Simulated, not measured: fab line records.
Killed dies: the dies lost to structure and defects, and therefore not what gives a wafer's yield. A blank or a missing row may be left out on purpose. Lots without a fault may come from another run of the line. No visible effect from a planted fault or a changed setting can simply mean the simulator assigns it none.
2 desks, one fault | flow gf180mcu | what lay behind the numbers comes last; until then each desk has only its own

## FOR THE TOOL OWNER'S DESK: plasma asher-03
The tool's own readings at GF_VT_IMPLANT_STRIP_31 (strips in O2/N2): means of the sampled wafers that have a number, for each lot that ran on this tool. A lot is out of limits, marked OUT, if its mean lies more than 4 standard deviations from the usual mean; the brackets give that distance.
Columns: A = drypump motor current A at GF_VT_IMPLANT_STRIP_31, usual 5.7 A; B = heater power w at GF_VT_IMPLANT_STRIP_31, usual 329 W; C = n2 flow sccm at GF_VT_IMPLANT_STRIP_31, usual 299.9 sccm; D = oes product au at GF_VT_IMPLANT_STRIP_31, usual 0.716 a.u.; E = strip time to endpoint s at GF_VT_IMPLANT_STRIP_31, usual 12.68 s
lot  | first seen here | A   | B   | C     | D     | E
L857 | day 7 00:06     | 5.7 | 350 | 298.8 | 0.716 | 12.71
L858 | day 7 03:19     | 5.9 | 337 | 300.0 | 0.715 | 12.72
L861 | day 8 03:44     | 5.7 | 343 | 300.2 | 0.716 | 12.65
L866 | day 9 06:44     | 5.7 | 339 | 300.5 | 0.716 | 12.72
L867 | day 9 14:17     | 5.9 | 335 | 299.3 | 0.718 | 12.73
L868 | day 9 21:56     | 5.7 | 339 | 300.1 | 0.717 | 12.73
L878 | day 12 15:29    | 5.7 | 349 | 299.5 | 0.713 | 12.62
This desk's finding: nothing out of limits on any of the 7 lots.

## METROLOGY DESK
Lot by lot, what the gauges showed, no matter which tool ran the lot: averages of those sampled wafers that carry a number. A lot is out of limits, marked OUT, if its mean lies more than 4 standard deviations from the usual mean; the brackets give that distance.
Columns: A = V5_CVD_02_THK at GF_V5_THK_MEAS_03, usual 1442 nm; B = PASSIVATION_BOW at GF_PASSIVATION_BOW_MEAS_14, usual 134 um
lot  | first seen here | A    | B
L857 | day 26 07:54    | 1423 | 134
L858 | day 26 11:01    | 1444 | 126
L860 | day 27 16:19    | 1471 | 128
L861 | day 27 18:59    | 1442 | 163
L866 | day 29 01:16    | 1439 | 128
L867 | day 29 11:11    | 1426 | 132
L868 | day 30 00:21    | 1445 | 129
L872 | day 30 23:45    | 1433 | 136
L873 | day 31 02:41    | 1460 | 144
L875 | day 31 18:53    | 1437 | 135
L876 | day 31 19:24    | 1445 | 142
L877 | day 32 01:14    | 1440 | 134
L878 | day 32 09:22    | 1465 | 131
This desk's finding: nothing out of limits on any of the 13 lots.

## TAKEN TOGETHER
The tool owner's desk saw nothing out of limits.
Metrology desk: nothing out of limits seen.

## WHAT THE SIMULATOR HAD INSERTED
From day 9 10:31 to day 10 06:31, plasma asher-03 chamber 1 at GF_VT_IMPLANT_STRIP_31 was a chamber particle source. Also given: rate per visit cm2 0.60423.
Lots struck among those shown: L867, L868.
